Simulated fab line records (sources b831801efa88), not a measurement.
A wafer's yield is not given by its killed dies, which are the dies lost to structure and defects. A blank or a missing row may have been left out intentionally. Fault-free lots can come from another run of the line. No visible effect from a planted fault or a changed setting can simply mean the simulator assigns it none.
fab line records / flow sky130 / part 2 of 2: steps 28 to 37 of 37
record lots=5 wafers=15 last-day=50
route steps=708 shown METAL3@566 VIA3@573 METAL4@598
lots that met no fault: from a run of the same line without faults
start-h: hours from the record's first day to the start of the lot's first wafer shown / wait-h: hours since the lot's step before / " same as the row above / L1.1+2: a single row standing in for several wafers / - no value, or no start was given / * or withheld: withheld / < > ~ a bound
route shown NAME@n: NAME is a module with steps in the file, n the number in the route of the first one / usual: mean and standard deviation over wafers with no fault / same: alike in all rows / chamber/n: place in a boat / sites: readings site by site / _std_site: how widely they spread, as a standard deviation / _edge_site: mean of outer sites minus mean of inner sites / radius-mm: how far each site lies from the wafer's centre / mask NAME#n: copy n / behind: the last tool/chamber to shape the wafer / hold: what put the lot on hold/how long, in hours/how the hold closed / device: names the non-switching transistor (n, p or np) / end of line: at the end of the route, the tests of the same wafers / for a step that has no rows: nothing shown but its recipe / killed: at the first sort, the dies lost to defects and structure; wafer yield is something else / map: the dies of a wafer, with x for killed, . for not killed, _ for no die there
set.NAME: the setting as run; set.NAME@STEP: as run at that earlier step / model.NAME: the simulator's own value behind a step, which no gauge read
lots seen at some steps along the route; tables by step, rows by wafer
services: the hour from which a tool's chamber was out of use, counted from the record's first day as start-h (under 0 if before that day), plus the number of hours and why
## steps
# step SKY_VIA3_SPUTTER_20
# recipe material=TiN target-thk-nm=20 chamber-pressure-pa=5 power-w=4000 time-s=80
# usual throttle-valve-pct=30.6/1.3
lot.wafer=L076.3 tool=pvd-sputter-01 chamber=- start-h=946.72 wait-h=0.0 throttle-valve-pct=29.1
lot.wafer=L076.4 tool=pvd-sputter-01 chamber=- start-h=946.72 wait-h=0.0 throttle-valve-pct=30.0
lot.wafer=L076.6 tool=pvd-sputter-01 chamber=- start-h=946.72 wait-h=0.0 throttle-valve-pct=30.2
lot.wafer=L086.1 tool=pvd-sputter-03 chamber=- start-h=1013.48 wait-h=0.0 throttle-valve-pct=32.5
lot.wafer=L086.2 tool=pvd-sputter-03 chamber=- start-h=1013.48 wait-h=0.0 throttle-valve-pct=29.9
lot.wafer=L086.5 tool=pvd-sputter-03 chamber=- start-h=1013.48 wait-h=0.0 throttle-valve-pct=32.6
lot.wafer=L095.3 tool=pvd-sputter-03 chamber=- start-h=1072.48 wait-h=0.0 throttle-valve-pct=28.5
lot.wafer=L095.5 tool=pvd-sputter-03 chamber=- start-h=1072.48 wait-h=0.0 throttle-valve-pct=30.7
lot.wafer=L095.6 tool=pvd-sputter-03 chamber=- start-h=1072.48 wait-h=0.0 throttle-valve-pct=32.6
lot.wafer=L096.2 tool=pvd-sputter-01 chamber=- start-h=1077.23 wait-h=0.0 throttle-valve-pct=30.0
lot.wafer=L096.5 tool=pvd-sputter-01 chamber=- start-h=1077.23 wait-h=0.0 throttle-valve-pct=29.9
lot.wafer=L096.6 tool=pvd-sputter-01 chamber=- start-h=1077.23 wait-h=0.0 throttle-valve-pct=29.9
lot.wafer=L097.1 tool=pvd-sputter-04 chamber=- start-h=1080.98 wait-h=0.0 throttle-valve-pct=31.0
lot.wafer=L097.3 tool=pvd-sputter-04 chamber=- start-h=1080.98 wait-h=0.0 throttle-valve-pct=30.8
lot.wafer=L097.4 tool=pvd-sputter-04 chamber=- start-h=1080.98 wait-h=0.0 throttle-valve-pct=32.3
# step SKY_VIA3_CVD_21
# recipe material=W target-thk-nm=390 time-s=117.31 temp-c=400 pressure-torr=40
# usual heater-power-outer-w=561/32 heater-power-w=894/62
lot.wafer=L076.3 tool=cvd-w-01 chamber=0 start-h=946.82 wait-h=0.1 heater-power-outer-w=571 heater-power-w=886
lot.wafer=L076.4 tool=cvd-w-01 chamber=1 start-h=946.82 wait-h=0.1 heater-power-outer-w=488 heater-power-w=782
lot.wafer=L076.6 tool=cvd-w-01 chamber=0 start-h=946.82 wait-h=0.1 heater-power-outer-w=584 heater-power-w=902
lot.wafer=L086.1 tool=cvd-w-02 chamber=1 start-h=1013.54 wait-h=0.0 heater-power-outer-w=591 heater-power-w=876
lot.wafer=L086.2 tool=cvd-w-02 chamber=0 start-h=1013.54 wait-h=0.0 heater-power-outer-w=569 heater-power-w=970
lot.wafer=L086.5 tool=cvd-w-02 chamber=0 start-h=1013.54 wait-h=0.0 heater-power-outer-w=564 heater-power-w=980
lot.wafer=L095.3 tool=cvd-w-02 chamber=0 start-h=1072.58 wait-h=0.1 heater-power-outer-w=559 heater-power-w=960
lot.wafer=L095.5 tool=cvd-w-02 chamber=1 start-h=1072.58 wait-h=0.1 heater-power-outer-w=587 heater-power-w=886
lot.wafer=L095.6 tool=cvd-w-02 chamber=0 start-h=1072.58 wait-h=0.1 heater-power-outer-w=583 heater-power-w=957
lot.wafer=L096.2 tool=cvd-w-02 chamber=0 start-h=1077.29 wait-h=0.0 heater-power-outer-w=565 heater-power-w=972
lot.wafer=L096.5 tool=cvd-w-02 chamber=0 start-h=1077.29 wait-h=0.0 heater-power-outer-w=566 heater-power-w=974
lot.wafer=L096.6 tool=cvd-w-02 chamber=1 start-h=1077.29 wait-h=0.0 heater-power-outer-w=586 heater-power-w=904
lot.wafer=L097.1 tool=cvd-w-02 chamber=0 start-h=1081.04 wait-h=0.0 heater-power-outer-w=567 heater-power-w=955
lot.wafer=L097.3 tool=cvd-w-02 chamber=0 start-h=1081.04 wait-h=0.0 heater-power-outer-w=552 heater-power-w=960
lot.wafer=L097.4 tool=cvd-w-02 chamber=1 start-h=1081.04 wait-h=0.0 heater-power-outer-w=589 heater-power-w=877
# step SKY_VIA3_RS_MEAS_22
# recipe thk-meas-gauge=four-point-probe reads=W_of_VIA3_CVD_21+TiN_of_VIA3_SPUTTER_20
# usual VIA3_W_RS=0.294/0.0043
lot.wafer=L076.3 tool=film-metro-03 chamber=- start-h=946.95 wait-h=0.1 VIA3_W_RS[ohm/sq]=0.292
lot.wafer=L076.4 tool=film-metro-03 chamber=- start-h=946.95 wait-h=0.1 VIA3_W_RS[ohm/sq]=0.289
lot.wafer=L076.6 tool=film-metro-03 chamber=- start-h=946.95 wait-h=0.1 VIA3_W_RS[ohm/sq]=0.289
lot.wafer=L086.1 tool=film-metro-04 chamber=- start-h=1013.66 wait-h=0.1 VIA3_W_RS[ohm/sq]=0.300
lot.wafer=L086.2 tool=film-metro-04 chamber=- start-h=1013.66 wait-h=0.1 VIA3_W_RS[ohm/sq]=0.288
lot.wafer=L086.5 tool=film-metro-04 chamber=- start-h=1013.66 wait-h=0.1 VIA3_W_RS[ohm/sq]=0.294
lot.wafer=L095.3 tool=film-metro-03 chamber=- start-h=1072.71 wait-h=0.1 VIA3_W_RS[ohm/sq]=0.288
lot.wafer=L095.5 tool=film-metro-03 chamber=- start-h=1072.71 wait-h=0.1 VIA3_W_RS[ohm/sq]=0.299
lot.wafer=L095.6 tool=film-metro-03 chamber=- start-h=1072.71 wait-h=0.1 VIA3_W_RS[ohm/sq]=0.286
lot.wafer=L096.2 tool=film-metro-03 chamber=- start-h=1077.43 wait-h=0.1 VIA3_W_RS[ohm/sq]=0.288
lot.wafer=L096.5 tool=film-metro-03 chamber=- start-h=1077.43 wait-h=0.1 VIA3_W_RS[ohm/sq]=0.291
lot.wafer=L096.6 tool=film-metro-03 chamber=- start-h=1077.43 wait-h=0.1 VIA3_W_RS[ohm/sq]=0.298
lot.wafer=L097.1 tool=film-metro-02 chamber=- start-h=1081.16 wait-h=0.1 VIA3_W_RS[ohm/sq]=0.292
lot.wafer=L097.3 tool=film-metro-02 chamber=- start-h=1081.16 wait-h=0.1 VIA3_W_RS[ohm/sq]=0.289
lot.wafer=L097.4 tool=film-metro-02 chamber=- start-h=1081.16 wait-h=0.1 VIA3_W_RS[ohm/sq]=0.297
# step SKY_VIA3_THK_MEAS_23
# recipe thk-meas-gauge=xrf reads=W_of_VIA3_CVD_21
# usual VIA3_W_THK=398/9.1
lot.wafer=L076.3 tool=film-metro-03 chamber=- start-h=947.05 wait-h=0.1 VIA3_W_THK[nm]=406
lot.wafer=L076.4 tool=film-metro-03 chamber=- start-h=947.05 wait-h=0.1 VIA3_W_THK[nm]=412
lot.wafer=L076.6 tool=film-metro-03 chamber=- start-h=947.05 wait-h=0.1 VIA3_W_THK[nm]=409
lot.wafer=L086.1 tool=film-metro-04 chamber=- start-h=1013.78 wait-h=0.1 VIA3_W_THK[nm]=387
lot.wafer=L086.2 tool=film-metro-04 chamber=- start-h=1013.78 wait-h=0.1 VIA3_W_THK[nm]=405
lot.wafer=L086.5 tool=film-metro-04 chamber=- start-h=1013.78 wait-h=0.1 VIA3_W_THK[nm]=397
lot.wafer=L095.3 tool=film-metro-03 chamber=- start-h=1072.81 wait-h=0.1 VIA3_W_THK[nm]=413
lot.wafer=L095.5 tool=film-metro-03 chamber=- start-h=1072.81 wait-h=0.1 VIA3_W_THK[nm]=400
lot.wafer=L095.6 tool=film-metro-03 chamber=- start-h=1072.81 wait-h=0.1 VIA3_W_THK[nm]=417
lot.wafer=L096.2 tool=film-metro-03 chamber=- start-h=1077.54 wait-h=0.1 VIA3_W_THK[nm]=413
lot.wafer=L096.5 tool=film-metro-03 chamber=- start-h=1077.54 wait-h=0.1 VIA3_W_THK[nm]=408
lot.wafer=L096.6 tool=film-metro-03 chamber=- start-h=1077.54 wait-h=0.1 VIA3_W_THK[nm]=397
lot.wafer=L097.1 tool=film-metro-02 chamber=- start-h=1081.28 wait-h=0.1 VIA3_W_THK[nm]=396
lot.wafer=L097.3 tool=film-metro-02 chamber=- start-h=1081.28 wait-h=0.1 VIA3_W_THK[nm]=399
lot.wafer=L097.4 tool=film-metro-02 chamber=- start-h=1081.28 wait-h=0.1 VIA3_W_THK[nm]=390
# step SKY_VIA3_CMP_24
# recipe stop-on=SiO2 t-overpolish-s=20 down-force-psi=3.5 platen-rpm=60 target-thk-nm=0 pad-velocity-m-s=0.94248
# usual motor-current-A=10.8/0.78 overpolish-run-s=20.000/0.0095 time-to-endpoint-s=92/3.5
lot.wafer=L076.3 tool=cmp-01 chamber=1 start-h=947.09 wait-h=0.0 motor-current-A=10.4 overpolish-run-s=20.007 time-to-endpoint-s=95
lot.wafer=L076.4 tool=cmp-01 chamber=3 start-h=947.09 wait-h=0.0 motor-current-A=11.1 overpolish-run-s=19.992 time-to-endpoint-s=91
lot.wafer=L076.6 tool=cmp-01 chamber=1 start-h=947.09 wait-h=0.0 motor-current-A=10.4 overpolish-run-s=19.998 time-to-endpoint-s=98
lot.wafer=L086.1 tool=cmp-02 chamber=1 start-h=1013.89 wait-h=0.1 motor-current-A=9.6 overpolish-run-s=19.991 time-to-endpoint-s=92
lot.wafer=L086.2 tool=cmp-02 chamber=2 start-h=1013.89 wait-h=0.1 motor-current-A=11.0 overpolish-run-s=19.995 time-to-endpoint-s=97
lot.wafer=L086.5 tool=cmp-02 chamber=0 start-h=1013.89 wait-h=0.1 motor-current-A=10.7 overpolish-run-s=20.008 time-to-endpoint-s=92
lot.wafer=L095.3 tool=cmp-01 chamber=3 start-h=1072.85 wait-h=0.0 motor-current-A=10.9 overpolish-run-s=19.989 time-to-endpoint-s=93
lot.wafer=L095.5 tool=cmp-01 chamber=3 start-h=1072.85 wait-h=0.0 motor-current-A=11.1 overpolish-run-s=20.001 time-to-endpoint-s=91
lot.wafer=L095.6 tool=cmp-01 chamber=0 start-h=1072.85 wait-h=0.0 motor-current-A=12.2 overpolish-run-s=20.005 time-to-endpoint-s=96
lot.wafer=L096.2 tool=cmp-01 chamber=1 start-h=1077.69 wait-h=0.1 motor-current-A=10.1 overpolish-run-s=20.005 time-to-endpoint-s=97
lot.wafer=L096.6 tool=cmp-01 chamber=3 start-h=1077.69 wait-h=0.1 motor-current-A=11.9 overpolish-run-s=20.002 time-to-endpoint-s=90
lot.wafer=L096.5 tool=cmp-01 chamber=0 start-h=1077.69 wait-h=0.1 motor-current-A=12.1 overpolish-run-s=20.010 time-to-endpoint-s=95
lot.wafer=L097.1 tool=cmp-01 chamber=0 start-h=1081.34 wait-h=0.1 motor-current-A=12.3 overpolish-run-s=19.987 time-to-endpoint-s=98
lot.wafer=L097.4 tool=cmp-01 chamber=2 start-h=1081.34 wait-h=0.1 motor-current-A=10.2 overpolish-run-s=19.997 time-to-endpoint-s=95
lot.wafer=L097.3 tool=cmp-01 chamber=3 start-h=1081.34 wait-h=0.1 motor-current-A=10.5 overpolish-run-s=20.005 time-to-endpoint-s=94
# step SKY_METAL4_SPUTTER_00
# recipe material=Ti target-thk-nm=15 power-w=3000 time-s=10 chamber-pressure-pa=0.4
# usual throttle-valve-pct=30.1/1.3
lot.wafer=L076.3 tool=pvd-sputter-03 chamber=- start-h=947.39 wait-h=0.2 throttle-valve-pct=29.7
lot.wafer=L076.4 tool=pvd-sputter-03 chamber=- start-h=947.39 wait-h=0.2 throttle-valve-pct=28.6
lot.wafer=L076.6 tool=pvd-sputter-03 chamber=- start-h=947.39 wait-h=0.2 throttle-valve-pct=28.5
lot.wafer=L086.1 tool=pvd-sputter-02 chamber=- start-h=1014.14 wait-h=0.2 throttle-valve-pct=29.0
lot.wafer=L086.2 tool=pvd-sputter-02 chamber=- start-h=1014.14 wait-h=0.2 throttle-valve-pct=32.5
lot.wafer=L086.5 tool=pvd-sputter-02 chamber=- start-h=1014.14 wait-h=0.2 throttle-valve-pct=30.1
lot.wafer=L095.3 tool=pvd-sputter-01 chamber=- start-h=1073.15 wait-h=0.2 throttle-valve-pct=29.8
lot.wafer=L095.5 tool=pvd-sputter-01 chamber=- start-h=1073.15 wait-h=0.2 throttle-valve-pct=30.3
lot.wafer=L095.6 tool=pvd-sputter-01 chamber=- start-h=1073.15 wait-h=0.2 throttle-valve-pct=28.8
lot.wafer=L096.2 tool=pvd-sputter-02 chamber=- start-h=1077.89 wait-h=0.1 throttle-valve-pct=29.2
lot.wafer=L096.5 tool=pvd-sputter-02 chamber=- start-h=1077.89 wait-h=0.1 throttle-valve-pct=29.3
lot.wafer=L096.6 tool=pvd-sputter-02 chamber=- start-h=1077.89 wait-h=0.1 throttle-valve-pct=30.4
lot.wafer=L097.1 tool=pvd-sputter-03 chamber=- start-h=1081.64 wait-h=0.2 throttle-valve-pct=32.5
lot.wafer=L097.3 tool=pvd-sputter-03 chamber=- start-h=1081.64 wait-h=0.2 throttle-valve-pct=29.5
lot.wafer=L097.4 tool=pvd-sputter-03 chamber=- start-h=1081.64 wait-h=0.2 throttle-valve-pct=30.5
# step SKY_METAL4_SPUTTER_01
# recipe material=TiN target-thk-nm=20 power-w=6500 time-s=16.7 chamber-pressure-pa=0.4
# usual throttle-valve-pct=30.1/1.3
lot.wafer=L076.3 tool=pvd-sputter-03 chamber=- start-h=947.41 wait-h=0.0 throttle-valve-pct=29.4
lot.wafer=L076.4 tool=pvd-sputter-03 chamber=- start-h=947.41 wait-h=0.0 throttle-valve-pct=28.3
lot.wafer=L076.6 tool=pvd-sputter-03 chamber=- start-h=947.41 wait-h=0.0 throttle-valve-pct=28.6
lot.wafer=L086.1 tool=pvd-sputter-02 chamber=- start-h=1014.17 wait-h=0.0 throttle-valve-pct=29.3
lot.wafer=L086.2 tool=pvd-sputter-02 chamber=- start-h=1014.17 wait-h=0.0 throttle-valve-pct=32.4
lot.wafer=L086.5 tool=pvd-sputter-02 chamber=- start-h=1014.17 wait-h=0.0 throttle-valve-pct=30.2
lot.wafer=L095.3 tool=pvd-sputter-01 chamber=- start-h=1073.17 wait-h=0.0 throttle-valve-pct=29.9
lot.wafer=L095.5 tool=pvd-sputter-01 chamber=- start-h=1073.17 wait-h=0.0 throttle-valve-pct=29.9
lot.wafer=L095.6 tool=pvd-sputter-01 chamber=- start-h=1073.17 wait-h=0.0 throttle-valve-pct=28.9
lot.wafer=L096.2 tool=pvd-sputter-02 chamber=- start-h=1077.92 wait-h=0.0 throttle-valve-pct=29.2
lot.wafer=L096.5 tool=pvd-sputter-02 chamber=- start-h=1077.92 wait-h=0.0 throttle-valve-pct=29.4
lot.wafer=L096.6 tool=pvd-sputter-02 chamber=- start-h=1077.92 wait-h=0.0 throttle-valve-pct=30.6
lot.wafer=L097.1 tool=pvd-sputter-03 chamber=- start-h=1081.67 wait-h=0.0 throttle-valve-pct=32.6
lot.wafer=L097.3 tool=pvd-sputter-03 chamber=- start-h=1081.67 wait-h=0.0 throttle-valve-pct=29.6
lot.wafer=L097.4 tool=pvd-sputter-03 chamber=- start-h=1081.67 wait-h=0.0 throttle-valve-pct=30.5
# step SKY_METAL4_SPUTTER_02
# recipe material=AlCu target-thk-nm=735 power-w=10600 time-s=39.1 chamber-pressure-pa=0.4
# usual throttle-valve-pct=30.1/1.3
lot.wafer=L076.3 tool=pvd-sputter-03 chamber=- start-h=947.43 wait-h=0.0 throttle-valve-pct=29.0
lot.wafer=L076.4 tool=pvd-sputter-03 chamber=- start-h=947.43 wait-h=0.0 throttle-valve-pct=28.6
lot.wafer=L076.6 tool=pvd-sputter-03 chamber=- start-h=947.43 wait-h=0.0 throttle-valve-pct=28.3
lot.wafer=L086.1 tool=pvd-sputter-02 chamber=- start-h=1014.19 wait-h=0.0 throttle-valve-pct=29.4
lot.wafer=L086.2 tool=pvd-sputter-02 chamber=- start-h=1014.19 wait-h=0.0 throttle-valve-pct=32.6
lot.wafer=L086.5 tool=pvd-sputter-02 chamber=- start-h=1014.19 wait-h=0.0 throttle-valve-pct=30.2
lot.wafer=L095.3 tool=pvd-sputter-01 chamber=- start-h=1073.19 wait-h=0.0 throttle-valve-pct=30.2
lot.wafer=L095.5 tool=pvd-sputter-01 chamber=- start-h=1073.19 wait-h=0.0 throttle-valve-pct=29.8
lot.wafer=L095.6 tool=pvd-sputter-01 chamber=- start-h=1073.19 wait-h=0.0 throttle-valve-pct=29.0
lot.wafer=L096.2 tool=pvd-sputter-02 chamber=- start-h=1077.94 wait-h=0.0 throttle-valve-pct=29.3
lot.wafer=L096.5 tool=pvd-sputter-02 chamber=- start-h=1077.94 wait-h=0.0 throttle-valve-pct=29.4
lot.wafer=L096.6 tool=pvd-sputter-02 chamber=- start-h=1077.94 wait-h=0.0 throttle-valve-pct=30.2
lot.wafer=L097.1 tool=pvd-sputter-03 chamber=- start-h=1081.69 wait-h=0.0 throttle-valve-pct=32.9
lot.wafer=L097.3 tool=pvd-sputter-03 chamber=- start-h=1081.69 wait-h=0.0 throttle-valve-pct=29.6
lot.wafer=L097.4 tool=pvd-sputter-03 chamber=- start-h=1081.69 wait-h=0.0 throttle-valve-pct=30.7
# step SKY_METAL4_SPUTTER_03
# recipe material=Ti target-thk-nm=5 power-w=3000 time-s=3.3 chamber-pressure-pa=0.4
# usual throttle-valve-pct=30.1/1.3
lot.wafer=L076.3 tool=pvd-sputter-03 chamber=- start-h=947.47 wait-h=0.0 throttle-valve-pct=29.6
lot.wafer=L076.4 tool=pvd-sputter-03 chamber=- start-h=947.47 wait-h=0.0 throttle-valve-pct=28.5
lot.wafer=L076.6 tool=pvd-sputter-03 chamber=- start-h=947.47 wait-h=0.0 throttle-valve-pct=28.8
lot.wafer=L086.1 tool=pvd-sputter-02 chamber=- start-h=1014.23 wait-h=0.0 throttle-valve-pct=29.2
lot.wafer=L086.2 tool=pvd-sputter-02 chamber=- start-h=1014.23 wait-h=0.0 throttle-valve-pct=32.5
lot.wafer=L086.5 tool=pvd-sputter-02 chamber=- start-h=1014.23 wait-h=0.0 throttle-valve-pct=30.1
lot.wafer=L095.3 tool=pvd-sputter-01 chamber=- start-h=1073.23 wait-h=0.0 throttle-valve-pct=29.9
lot.wafer=L095.5 tool=pvd-sputter-01 chamber=- start-h=1073.23 wait-h=0.0 throttle-valve-pct=30.1
lot.wafer=L095.6 tool=pvd-sputter-01 chamber=- start-h=1073.23 wait-h=0.0 throttle-valve-pct=28.6
lot.wafer=L096.2 tool=pvd-sputter-02 chamber=- start-h=1077.98 wait-h=0.0 throttle-valve-pct=29.2
lot.wafer=L096.5 tool=pvd-sputter-02 chamber=- start-h=1077.98 wait-h=0.0 throttle-valve-pct=29.1
lot.wafer=L096.6 tool=pvd-sputter-02 chamber=- start-h=1077.98 wait-h=0.0 throttle-valve-pct=30.3
lot.wafer=L097.1 tool=pvd-sputter-03 chamber=- start-h=1081.73 wait-h=0.0 throttle-valve-pct=32.6
lot.wafer=L097.3 tool=pvd-sputter-03 chamber=- start-h=1081.73 wait-h=0.0 throttle-valve-pct=29.6
lot.wafer=L097.4 tool=pvd-sputter-03 chamber=- start-h=1081.73 wait-h=0.0 throttle-valve-pct=30.5
# step SKY_METAL4_SPUTTER_04
# recipe material=TiN target-thk-nm=70 power-w=6500 time-s=58.3 chamber-pressure-pa=0.4
# usual throttle-valve-pct=30.1/1.3
lot.wafer=L076.3 tool=pvd-sputter-03 chamber=- start-h=947.49 wait-h=0.0 throttle-valve-pct=29.4
lot.wafer=L076.4 tool=pvd-sputter-03 chamber=- start-h=947.49 wait-h=0.0 throttle-valve-pct=28.4
lot.wafer=L076.6 tool=pvd-sputter-03 chamber=- start-h=947.49 wait-h=0.0 throttle-valve-pct=28.6
lot.wafer=L086.1 tool=pvd-sputter-02 chamber=- start-h=1014.25 wait-h=0.0 throttle-valve-pct=29.1
lot.wafer=L086.2 tool=pvd-sputter-02 chamber=- start-h=1014.25 wait-h=0.0 throttle-valve-pct=32.7
lot.wafer=L086.5 tool=pvd-sputter-02 chamber=- start-h=1014.25 wait-h=0.0 throttle-valve-pct=30.1
lot.wafer=L095.3 tool=pvd-sputter-01 chamber=- start-h=1073.25 wait-h=0.0 throttle-valve-pct=29.7
lot.wafer=L095.5 tool=pvd-sputter-01 chamber=- start-h=1073.25 wait-h=0.0 throttle-valve-pct=30.2
lot.wafer=L095.6 tool=pvd-sputter-01 chamber=- start-h=1073.25 wait-h=0.0 throttle-valve-pct=28.8
lot.wafer=L096.2 tool=pvd-sputter-02 chamber=- start-h=1078.00 wait-h=0.0 throttle-valve-pct=28.9
lot.wafer=L096.5 tool=pvd-sputter-02 chamber=- start-h=1078.00 wait-h=0.0 throttle-valve-pct=29.3
lot.wafer=L096.6 tool=pvd-sputter-02 chamber=- start-h=1078.00 wait-h=0.0 throttle-valve-pct=30.5
lot.wafer=L097.1 tool=pvd-sputter-03 chamber=- start-h=1081.75 wait-h=0.0 throttle-valve-pct=32.4
lot.wafer=L097.3 tool=pvd-sputter-03 chamber=- start-h=1081.75 wait-h=0.0 throttle-valve-pct=29.4
lot.wafer=L097.4 tool=pvd-sputter-03 chamber=- start-h=1081.75 wait-h=0.0 throttle-valve-pct=30.7
## services
tool=cmp-02 chamber=- start-h=895.50 hours=4.1 kind=pm
tool=rie-diel-04 chamber=0 start-h=896.31 hours=7.1 kind=repair
tool=cmp-01 chamber=- start-h=900.53 hours=0.6 kind=repair
tool=pvd-sputter-03 chamber=- start-h=901.97 hours=4.1 kind=repair
tool=cmp-02 chamber=- start-h=912.14 hours=4.0 kind=pm
tool=krf-scanner-02 chamber=- start-h=912.77 hours=1.0 kind=pm
tool=cmp-01 chamber=- start-h=943.29 hours=0.4 kind=repair
tool=cmp-01 chamber=- start-h=947.81 hours=7.6 kind=repair
tool=hdpcvd-01 chamber=- start-h=950.25 hours=15.0 kind=pm
tool=cmp-01 chamber=- start-h=956.24 hours=6.8 kind=pm
tool=krf-scanner-02 chamber=- start-h=962.06 hours=1.3 kind=pm
tool=rie-diel-04 chamber=1 start-h=963.37 hours=7.7 kind=repair
tool=rie-diel-03 chamber=2 start-h=982.33 hours=4.8 kind=repair
tool=krf-scanner-02 chamber=- start-h=1009.21 hours=0.4 kind=repair
tool=rie-metal-04 chamber=0 start-h=1010.45 hours=2.2 kind=repair
tool=hdpcvd-01 chamber=- start-h=1012.92 hours=2.8 kind=repair
tool=cmp-02 chamber=- start-h=1021.78 hours=0.5 kind=repair
tool=cmp-02 chamber=- start-h=1027.67 hours=8.5 kind=pm
tool=rie-diel-04 chamber=- start-h=1041.71 hours=1.4 kind=repair
tool=rie-diel-04 chamber=- start-h=1046.15 hours=0.9 kind=repair
tool=pvd-sputter-02 chamber=- start-h=1048.53 hours=0.8 kind=repair
tool=cmp-01 chamber=- start-h=1053.78 hours=1.4 kind=repair
tool=pvd-sputter-01 chamber=- start-h=1062.36 hours=1.0 kind=repair
tool=wet-bench-01 chamber=- start-h=1064.66 hours=0.5 kind=repair
